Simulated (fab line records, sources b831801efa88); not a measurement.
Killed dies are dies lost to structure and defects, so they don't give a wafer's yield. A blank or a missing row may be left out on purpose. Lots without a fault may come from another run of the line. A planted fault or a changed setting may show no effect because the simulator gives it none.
fab line records | flow sfq_line | part 1 of 2: steps 1 to 29 of 41
record lots=5 wafers=15 last_day=92
route steps=325 shown I5@237 C5@240 M6@251 I6@266
lots that met no fault: from a run of the same line without faults
start_h: hours from the record's first day to the start of the lot's first wafer shown | wait_h: hours since the lot's step before | " the same as in the row above | L1.1+2: a row that stands for several wafers | - no value, or no start given | * or withheld: withheld | < > ~ a bound
route shown NAME@n: a module of which the file shows steps, and the number in the route of the first | usual: mean/standard deviation of fault-free wafers | same: alike in all rows | chamber/n: place in a boat | sites: the reading at each site | _std_site: their standard deviation | _edge_site: outer sites' mean less inner sites' | radius_mm: how far each site lies from the wafer's centre | mask NAME#n: copy n | behind: the tool/chamber that last shaped the wafer | hold: why the lot was held/for how many hours/how that ended | device: the transistor (n, p or np) that didn't switch | end of line: the same wafers' tests at the end of the route | a step without rows: its recipe alone | killed: dies lost to structure and defects at the first sort, not the wafer's yield | map: a wafer's dies, x killed, . not, _ none there
set.NAME: the setting as run; set.NAME@STEP: as run at that earlier step | model.NAME: the simulator's own value behind a step, which no gauge read
lots at some steps of the route; a table a step, a row a wafer
services: from which hour (start_h, from the record's first day; less than 0 if before it) a tool's chamber was out of use, for how many hours, and why
## steps
# step SFQ_TRILAYER_I5_ETCH_VIA_ETCH_147
# recipe stop_on=Nb mask_material=PR chemistry=CHF3 target_depth_nm=360 source_w=500 bias_w=80 pressure_mtorr=30 time_s=withheld
# usual drypump_motor_current_A=5.9/0.47 oes_product_au=0.990/0.0053
# columns lot.wafer tool chamber start_h wait_h drypump_motor_current_A oes_product_au
L074.1 rie_diel-01 3 1646.68 0.0 6.3 0.991
L074.2 " 1 " " 6.7 0.998
L074.4 " 3 " " 6.4 0.993
L084.3 rie_diel-03 2 1785.60 0.0 6.0 0.987
L084.5 " 3 " " 5.5 0.989
L084.6 " 2 " " 6.0 0.987
L093.1 rie_diel-01 0 1996.84 0.0 5.6 0.991
L093.3 " 1 " " 6.7 0.988
L093.6 " 3 " " 6.4 1.001
L094.2 rie_diel-02 0 2008.84 0.0 5.6 0.989
L094.3 " 1 " " 4.9 0.990
L094.5 " 3 " " 5.2 0.987
L095.1 rie_diel-03 1 2012.44 0.0 5.9 0.981
L095.2 " 2 " " 6.1 0.985
L095.4 " 3 " " 5.5 0.979
# step SFQ_TRILAYER_I5_STRIP_STRIP_148
# recipe gas=O2 power_w=200 platen_temp_c=40 overash_fraction=0.65 chemistry=O2 pressure_mtorr=50
# usual drypump_motor_current_A=5.49/0.29 oes_product_au=1.001/0.006
# columns lot.wafer tool chamber start_h wait_h drypump_motor_current_A oes_product_au rf_hours_counter_h
L074.1 rie_metal-04 1 1646.83 - 5.33 1.006 31
L074.2 " 0 " " 5.17 1.002 45
L074.4 " 1 " " 5.35 1.012 -
L084.3 rie_metal-03 0 1785.95 - 5.57 1.006 -
L084.5 " 1 " " 5.31 1.003 -
L084.6 " 0 " " 5.59 1.000 -
L093.1 rie_metal-04 1 1996.99 - 5.32 1.005 75
L093.3 " 1 " " 5.33 1.004 -
L093.6 " 1 " " 5.35 1.004 -
L094.2 rie_metal-03 1 2008.99 - 5.32 1.005 84
L094.3 " 0 " " 5.60 0.990 -
L094.5 " 1 " " 5.33 1.001 -
L095.1 rie_metal-04 0 2012.59 - 5.17 1.005 95
L095.2 " 1 " " 5.35 0.991 78
L095.4 " 1 " " 5.33 0.997 -
# step SFQ_TRILAYER_I5_STRIP_SOLV_CLEAN_149
# recipe chemistry=NMP temp_c=70 time_s=600
# columns lot.wafer tool chamber start_h wait_h
L074.1+2+4 wet_bench-01 7,5,0 1647.43 0.4
L084.3+5+6 wet_bench-04 2,3,7 1786.35 0.2
L093.1+3+6 wet_bench-04 3,6,2 1997.59 0.4
L094.2+3+5 wet_bench-01 7,5,6 2009.59 0.4
L095.1+2+4 wet_bench-04 0,4,3 2013.19 0.4
# step SFQ_TRILAYER_C5_LITHO_COAT_156
# recipe resist=BARC spin_rpm=3000 resist_thk_nm=62
# columns lot.wafer tool chamber start_h wait_h
L074.1+2+4 litho_track-02 0 1647.62 0.0
L084.3+5+6 litho_track-01 0 1786.62 0.1
L093.1+3+6 litho_track-04 0 1997.76 0.0
L094.2+3+5 litho_track-04 0 2009.81 0.1
L095.1+2+4 litho_track-04 0 2013.36 0.0
# step SFQ_TRILAYER_C5_LITHO_COAT_151
# recipe resist=KrF spin_rpm=3000 resist_thk_nm=650
# columns lot.wafer tool chamber start_h wait_h
L074.1+2+4 litho_track-02 0 1647.92 0.2
L084.3+5+6 litho_track-01 0 1786.92 0.2
L093.1+3+6 litho_track-04 0 1998.06 0.2
L094.2+3+5 litho_track-04 0 2010.11 0.2
L095.1+2+4 litho_track-04 0 2013.66 0.2
# step SFQ_TRILAYER_C5_LITHO_SOFTBAKE_155
# recipe temp_c=withheld time_s=withheld resist=KrF
# columns lot.wafer tool chamber start_h wait_h
L074.1+2+4 litho_track-02 0 1648.22 0.2
L084.3+5+6 litho_track-01 0 1787.17 0.2
L093.1+3+6 litho_track-04 0 1998.36 0.2
L094.2+3+5 litho_track-04 0 2010.39 0.2
L095.1+2+4 litho_track-04 0 2013.96 0.2
# step SFQ_TRILAYER_C5_LITHO_EXPOSE_152
# recipe mask_id=C5 na=0.6 source_shape=conventional sigma_outer=0.65 target_cd_nm=500 dose_mj=21.3
# same sigma_outer=0.65
# columns lot.wafer tool chamber start_h wait_h mask
L074.1+2+4 krf_scanner-02 0 1750.65 - C5#0
L084.3+5+6 krf_scanner-02 0 1790.42 - C5#0
L093.1+3+6 krf_scanner-01 0 2008.77 - C5#0
L094.2+3+5 krf_scanner-01 0 2018.57 - C5#0
L095.1+2+4 krf_scanner-01 0 2023.17 - C5#0
# step SFQ_TRILAYER_C5_LITHO_PEB_154
# recipe peb_temp_c=115 peb_time_s=60 resist=KrF
# columns lot.wafer tool chamber start_h wait_h
L074.1+2+4 litho_track-02 0 1751.85 1.0
L084.3+5+6 litho_track-01 0 1791.27 0.7
L093.1+3+6 litho_track-02 0 2009.97 1.0
L094.2+3+5 litho_track-01 0 2019.60 0.8
L095.1+2+4 litho_track-01 0 2024.37 1.0
# step SFQ_TRILAYER_C5_LITHO_DEVELOP_153
# recipe time_s=60 resist=KrF
# columns lot.wafer tool chamber start_h wait_h
L074.1+2+4 litho_track-02 0 1752.00 0.1
L084.3+5+6 litho_track-01 0 1791.42 0.1
L093.1+3+6 litho_track-02 0 2010.12 0.1
L094.2+3+5 litho_track-01 0 2019.75 0.1
L095.1+2+4 litho_track-01 0 2024.52 0.1
# step SFQ_C5_OVL_MEAS_937
# usual C5_OVL=2/6
# columns lot.wafer tool chamber start_h wait_h C5_OVL[nm]
L074.1 overlay-01 - 1752.15 0.1 4
L074.2 " - " " -1
L074.4 " - " " 8
L084.3 overlay-02 - 1791.53 0.1 -3
L084.5 " - " " 6
L084.6 " - " " 4
L093.1 overlay-02 - 2010.27 0.1 5
L093.3 " - " " 10
L093.6 " - " " 11
L094.2 overlay-02 - 2019.88 0.1 -6
L094.3 " - " " -2
L094.5 " - " " -3
L095.1 overlay-02 - 2024.67 0.1 -1
L095.2 " - " " 1
L095.4 " - " " -9
# step SFQ_TRILAYER_C5_BARC_OPEN_VIA_ETCH_210
# recipe mask_material=PR chemistry=O2 target_depth_nm=125 target=BARC source_w=500 bias_w=80 pressure_mtorr=30 time_s=41.7
# usual drypump_motor_current_A=5.8/0.46 oes_product_au=0.685/0.0041
# columns lot.wafer tool chamber start_h wait_h drypump_motor_current_A oes_product_au rf_hours_counter_h
L074.1 rie_diel-02 1 1752.18 0.0 4.9 0.684 13
L074.2 " 2 " " 6.0 0.686 0
L074.4 " 3 " " 5.2 0.684 3
L084.3 rie_diel-02 0 1791.56 0.0 5.6 0.688 17
L084.5 " 1 " " 4.8 0.677 -
L084.6 " 0 " " 5.6 0.689 -
L093.1 rie_diel-01 1 2010.31 0.0 6.7 0.684 3
L093.3 " 3 " " 6.4 0.683 5
L093.6 " 2 " " 5.9 0.685 -
L094.2 rie_diel-04 1 2019.91 0.0 6.0 0.681 1
L094.3 " 0 " " 5.8 0.686 5
L094.5 " 0 " " 5.8 0.681 -
L095.1 rie_diel-04 0 2024.71 0.0 5.8 0.676 5
L095.2 " 2 " " 5.1 0.688 12
L095.4 " 1 " " 6.1 0.683 1
# step SFQ_TRILAYER_C5_ETCH_VIA_ETCH_154
# recipe target=SiO2 mask_material=PR chemistry=CHF3 target_depth_nm=84 source_w=500 bias_w=80 pressure_mtorr=30 time_s=withheld stop_on=Nb
# usual drypump_motor_current_A=5.8/0.46 oes_product_au=0.896/0.0082
# columns lot.wafer tool chamber start_h wait_h drypump_motor_current_A oes_product_au
L074.1 rie_diel-02 1 1752.22 0.0 4.8 0.897
L074.2 " 2 " " 6.0 0.897
L074.4 " 3 " " 5.2 0.909
L084.3 rie_diel-02 0 1791.60 0.0 5.6 0.889
L084.5 " 1 " " 4.8 0.896
L084.6 " 0 " " 5.6 0.894
L093.1 rie_diel-01 1 2010.35 0.0 6.7 0.882
L093.3 " 3 " " 6.4 0.891
L093.6 " 2 " " 5.9 0.908
L094.2 rie_diel-04 1 2019.95 0.0 6.1 0.894
L094.3 " 0 " " 5.8 0.900
L094.5 " 0 " " 5.8 0.901
L095.1 rie_diel-04 0 2024.75 0.0 5.8 0.886
L095.2 " 2 " " 5.1 0.885
L095.4 " 1 " " 6.0 0.897
# step SFQ_TRILAYER_C5_STRIP_STRIP_155
# recipe gas=O2 power_w=200 platen_temp_c=40 overash_fraction=0.65 chemistry=O2 pressure_mtorr=50
# usual drypump_motor_current_A=5.6/0.3 oes_product_au=1.000/0.0078
# columns lot.wafer tool chamber start_h wait_h drypump_motor_current_A oes_product_au rf_hours_counter_h
L074.1 rie_metal-02 0 1752.27 - 6.0 1.005 19
L074.2 " 1 " " 5.8 0.998 121
L074.4 " 1 " " 5.8 1.002 -
L084.3 rie_metal-01 1 1791.84 - 5.7 1.004 -
L084.5 " 0 " " 5.8 1.020 -
L084.6 " 1 " " 5.7 1.005 -
L093.1 rie_metal-02 1 2010.40 - 5.7 1.000 26
L093.3 " 1 " " 5.7 1.009 -
L093.6 " 1 " " 5.7 1.002 -
L094.2 rie_metal-04 1 2020.00 - 5.3 0.987 79
L094.3 " 0 " " 5.2 1.001 -
L094.5 " 1 " " 5.3 0.987 -
L095.1 rie_metal-01 1 2024.80 - 5.7 1.012 113
L095.2 " 0 " " 5.8 1.010 38
L095.4 " 0 " " 5.8 1.009 -
# step SFQ_TRILAYER_C5_STRIP_SOLV_CLEAN_156
# recipe chemistry=NMP temp_c=70 time_s=600
# columns lot.wafer tool chamber start_h wait_h
L074.1+2+4 wet_bench-03 0,2,1 1752.87 0.4
L084.3+5+6 wet_bench-02 2,0,1 1792.24 0.2
L093.1+3+6 wet_bench-03 3,1,2 2011.60 1.0
L094.2+3+5 wet_bench-02 6,2,0 2020.60 0.4
L095.1+2+4 wet_bench-02 2,6,1 2025.40 0.4
# step SFQ_TRILAYER_M6_DEP_PRE_CLEAN_158
# recipe gas=Ar time_s=22.5 bias_v=250
# columns lot.wafer tool chamber start_h wait_h
L074.1+2+4 pvd_sputter-05 - 1753.04 0.0
L084.3+5+6 pvd_sputter-05 - 1792.44 0.0
L093.1+3+6 pvd_sputter-05 - 2011.77 0.0
L094.2+3+5 pvd_sputter-04 - 2020.77 0.0
L095.1+2+4 pvd_sputter-03 - 2025.75 0.0
# step SFQ_TRILAYER_M6_DEP_SPUTTER_157
# recipe material=Nb base_pressure_pa=1.33e-06 chamber_pressure_pa=0.1333 substrate_temp_c=20 target_thk_nm=200 power_w=2000 time_s=133.3
# usual throttle_valve_pct=29.9/0.9
# columns lot.wafer tool chamber start_h wait_h throttle_valve_pct
L074.1 pvd_sputter-05 - 1753.07 0.0 30.7
L074.2 " - " " 30.3
L074.4 " - " " 29.8
L084.3 pvd_sputter-05 - 1792.46 0.0 30.4
L084.5 " - " " 29.2
L084.6 " - " " 30.4
L093.1 pvd_sputter-05 - 2011.80 0.0 30.1
L093.3 " - " " 29.0
L093.6 " - " " 29.5
L094.2 pvd_sputter-04 - 2020.80 0.0 29.3
L094.3 " - " " 30.7
L094.5 " - " " 28.7
L095.1 pvd_sputter-03 - 2025.78 0.0 30.8
L095.2 " - " " 31.7
L095.4 " - " " 29.7
# step SFQ_M6_RS_MEAS_938
# recipe thk_meas_gauge=four-point-probe reads=Nb_of_TRILAYER_M6_DEP_SPUTTER_157
# usual M6_NB_RS=0.886/0.0099
# columns lot.wafer tool chamber start_h wait_h M6_NB_RS[ohm/sq]
L074.1 film_metro-01 - 1753.16 0.0 0.886
L074.2 " - " " 0.879
L074.4 " - " " 0.882
L084.3 film_metro-01 - 1792.60 0.1 0.896
L084.5 " - " " 0.896
L084.6 " - " " 0.900
L093.1 film_metro-01 - 2011.89 0.0 0.887
L093.3 " - " " 0.887
L093.6 " - " " 0.885
L094.2 film_metro-04 - 2020.91 0.1 0.899
L094.3 " - " " 0.888
L094.5 " - " " 0.888
L095.1 film_metro-04 - 2025.87 0.0 0.903
L095.2 " - " " 0.908
L095.4 " - " " 0.894
# step SFQ_TRILAYER_M6_LITHO_COAT_164
# recipe resist=BARC spin_rpm=3000 resist_thk_nm=62
# columns lot.wafer tool chamber start_h wait_h
L074.1+2+4 litho_track-04 0 1753.34 0.1
L084.3+5+6 litho_track-04 0 1792.84 0.1
L093.1+3+6 litho_track-01 0 2012.07 0.1
L094.2+3+5 litho_track-01 0 2021.31 0.3
L095.1+2+4 litho_track-03 0 2026.05 0.1
# step SFQ_TRILAYER_M6_LITHO_COAT_159
# recipe resist=KrF spin_rpm=3000 resist_thk_nm=600
# columns lot.wafer tool chamber start_h wait_h
L074.1+2+4 litho_track-04 0 1753.64 0.2
L084.3+5+6 litho_track-04 0 1793.14 0.2
L093.1+3+6 litho_track-01 0 2012.37 0.2
L094.2+3+5 litho_track-01 0 2021.61 0.2
L095.1+2+4 litho_track-03 0 2026.35 0.2
# step SFQ_TRILAYER_M6_LITHO_SOFTBAKE_163
# recipe temp_c=withheld time_s=withheld resist=KrF
# columns lot.wafer tool chamber start_h wait_h
L074.1+2+4 litho_track-04 0 1753.94 0.2
L084.3+5+6 litho_track-04 0 1793.39 0.2
L093.1+3+6 litho_track-01 0 2012.67 0.2
L094.2+3+5 litho_track-01 0 2021.88 0.2
L095.1+2+4 litho_track-03 0 2026.65 0.2
# step SFQ_TRILAYER_M6_LITHO_EXPOSE_160
# recipe mask_id=M6 na=0.6 source_shape=conventional sigma_outer=0.65 target_cd_nm=500 dose_mj=14.4
# same sigma_outer=0.65
# columns lot.wafer tool chamber start_h wait_h mask
L074.1+2+4 krf_scanner-01 0 1755.69 - M6#0
L084.3+5+6 krf_scanner-02 0 1886.21 - M6#0
L093.1+3+6 krf_scanner-01 0 2021.97 - M6#0
L094.2+3+5 krf_scanner-01 0 2032.97 - M6#0
L095.1+2+4 krf_scanner-01 0 2037.57 - M6#0
# step SFQ_TRILAYER_M6_LITHO_PEB_162
# recipe peb_temp_c=115 peb_time_s=60 resist=KrF
# columns lot.wafer tool chamber start_h wait_h
L074.1+2+4 litho_track-04 0 1756.89 1.0
L084.3+5+6 litho_track-04 0 1887.06 0.7
L093.1+3+6 litho_track-03 0 2023.17 1.0
L094.2+3+5 litho_track-04 0 2034.00 0.8
L095.1+2+4 litho_track-03 0 2038.77 1.0
# step SFQ_TRILAYER_M6_LITHO_DEVELOP_161
# recipe time_s=60 resist=KrF
# columns lot.wafer tool chamber start_h wait_h
L074.1+2+4 litho_track-04 0 1757.04 0.1
L084.3+5+6 litho_track-04 0 1887.21 0.1
L093.1+3+6 litho_track-03 0 2023.32 0.1
L094.2+3+5 litho_track-04 0 2034.15 0.1
L095.1+2+4 litho_track-03 0 2038.92 0.1
# step SFQ_M6_OVL_MEAS_940
# usual M6_OVL=-2/6.4
# columns lot.wafer tool chamber start_h wait_h M6_OVL[nm]
L074.1 overlay-02 - 1757.19 0.1 2
L074.2 " - " " 10
L074.4 " - " " 4
L084.3 overlay-01 - 1887.32 0.1 -5
L084.5 " - " " -7
L084.6 " - " " -11
L093.1 overlay-02 - 2023.47 0.1 2
L093.3 " - " " -3
L093.6 " - " " -4
L094.2 overlay-02 - 2034.28 0.1 2
L094.3 " - " " -7
L094.5 " - " " 0
L095.1 overlay-02 - 2039.07 0.1 -8
L095.2 " - " " -15
L095.4 " - " " -21
# step SFQ_TRILAYER_M6_BARC_OPEN_METAL_ETCH_206
# recipe mask_material=PR chemistry=O2 target_depth_nm=125 target=BARC icp_w=600 bias_w=80 pressure_mtorr=10 time_s=41.7
# usual drypump_motor_current_A=5.72/0.19 oes_product_au=0.685/0.0044
# columns lot.wafer tool chamber start_h wait_h drypump_motor_current_A oes_product_au rf_hours_counter_h
L074.1 rie_metal-01 1 1757.23 0.0 5.71 0.694 72
L074.2 " 1 " " 5.72 0.687 -
L074.4 " 1 " " 5.72 0.678 -
L084.3 rie_metal-02 1 1887.37 0.0 5.75 0.688 -
L084.5 " 1 " " 5.76 0.683 -
L084.6 " 0 " " 6.06 0.679 -
L093.1 rie_metal-03 0 2023.51 0.0 5.62 0.683 67
L093.3 " 0 " " 5.60 0.682 -
L093.6 " 1 " " 5.34 0.689 -
L094.2 rie_metal-01 0 2034.31 0.0 5.84 0.689 40
L094.3 " 0 " " 5.82 0.687 -
L094.5 " 0 " " 5.82 0.685 -
L095.1 rie_metal-01 1 2039.11 0.0 5.73 0.690 116
L095.2 " 0 " " 5.80 0.685 41
L095.4 " 1 " " 5.69 0.679 -
# step SFQ_TRILAYER_M6_ETCH_METAL_ETCH_162
# recipe target=Nb stop_on=SiO2 mask_material=PR chemistry=Cl2/Ar target_depth_nm=240 icp_w=600 bias_w=80 pressure_mtorr=10 time_s=120
# usual drypump_motor_current_A=5.72/0.19 oes_product_au=0.897/0.007
# columns lot.wafer tool chamber start_h wait_h drypump_motor_current_A oes_product_au rf_hours_counter_h
L074.1 rie_metal-01 1 1757.35 0.1 5.71 0.901 72
L074.2 " 1 " " 5.72 0.895 -
L074.4 " 1 " " 5.74 0.903 -
L084.3 rie_metal-02 1 1887.45 0.1 5.74 0.899 -
L084.5 " 1 " " 5.75 0.893 -
L084.6 " 0 " " 5.98 0.883 -
L093.1 rie_metal-03 0 2023.57 0.0 5.57 0.898 67
L093.3 " 0 " " 5.59 0.897 -
L093.6 " 1 " " 5.30 0.896 -
L094.2 rie_metal-01 0 2034.37 0.0 5.83 0.887 40
L094.3 " 0 " " 5.85 0.894 -
L094.5 " 0 " " 5.83 0.898 -
L095.1 rie_metal-01 1 2039.17 0.0 5.74 0.889 116
L095.2 " 0 " " 5.82 0.885 41
L095.4 " 1 " " 5.74 0.895 -
# step SFQ_TRILAYER_M6_STRIP_STRIP_163
# recipe gas=O2 power_w=200 platen_temp_c=40 overash_fraction=0.65 chemistry=O2 pressure_mtorr=50
# usual drypump_motor_current_A=5.73/0.2 oes_product_au=1.002/0.0081
# columns lot.wafer tool chamber start_h wait_h drypump_motor_current_A oes_product_au rf_hours_counter_h
L074.1 rie_metal-01 1 1757.60 0.2 5.76 1.006 72
L074.2 " 1 " " 5.74 1.000 -
L074.4 " 1 " " 5.75 0.999 -
L084.3 rie_metal-02 1 1887.73 0.2 5.76 1.008 -
L084.5 " 1 " " 5.77 1.013 -
L084.6 " 0 " " 6.02 0.998 -
L093.1 rie_metal-03 0 2023.70 0.1 5.59 0.994 67
L093.3 " 0 " " 5.57 0.986 -
L093.6 " 1 " " 5.31 1.007 -
L094.2 rie_metal-01 0 2034.50 0.1 5.83 1.003 40
L094.3 " 0 " " 5.83 1.008 -
L094.5 " 0 " " 5.82 1.007 -
L095.1 rie_metal-01 1 2039.30 0.1 5.71 1.005 116
L095.2 " 0 " " 5.78 1.008 41
L095.4 " 1 " " 5.72 1.013 -
# step SFQ_TRILAYER_M6_STRIP_SOLV_CLEAN_164
# recipe chemistry=NMP temp_c=70 time_s=600
# columns lot.wafer tool chamber start_h wait_h
L074.1+2+4 wet_bench-01 1,0,2 1758.80 1.0
L084.3+5+6 wet_bench-03 1,5,6 1888.13 0.2
L093.1+3+6 wet_bench-03 1,7,5 2024.30 0.4
L094.2+3+5 wet_bench-02 3,5,6 2035.10 0.4
L095.1+2+4 wet_bench-02 3,7,2 2039.90 0.4
# step SFQ_TRILAYER_I6_DEP_PECVD_165
# recipe material=SiO2 temp_c=150 time_s=111.11 pressure_torr=2.4 rf_w=183.3 precursor=SiH4/N2O target_thk_nm=500
# usual heater_power_outer_w=31/11 heater_power_w=88/20 throttle_valve_pct=25.0/1.5
# columns lot.wafer tool chamber start_h wait_h heater_power_outer_w heater_power_w throttle_valve_pct
L074.1 pecvd-02 2 1758.97 0.0 36 88 25.7
L074.2 " 1 " " 32 97 24.6
L074.4 " 2 " " 36 88 25.7
L084.3 pecvd-04 0 1888.31 0.0 26 81 23.1
L084.5 " 0 " " 28 85 23.0
L084.6 " 1 " " 49 102 22.2
L093.1 pecvd-04 0 2024.47 0.0 28 84 23.8
L093.3 " 1 " " 50 102 22.5
L093.6 " 1 " " 51 105 22.6
L094.2 pecvd-01 1 2035.45 0.0 49 129 27.2
L094.3 " 0 " " 12 50 25.0
L094.5 " 2 " " 26 83 27.6
L095.1 pecvd-01 1 2040.25 0.0 44 124 27.3
L095.2 " 2 " " 22 76 27.6
L095.4 " 2 " " 25 81 27.6
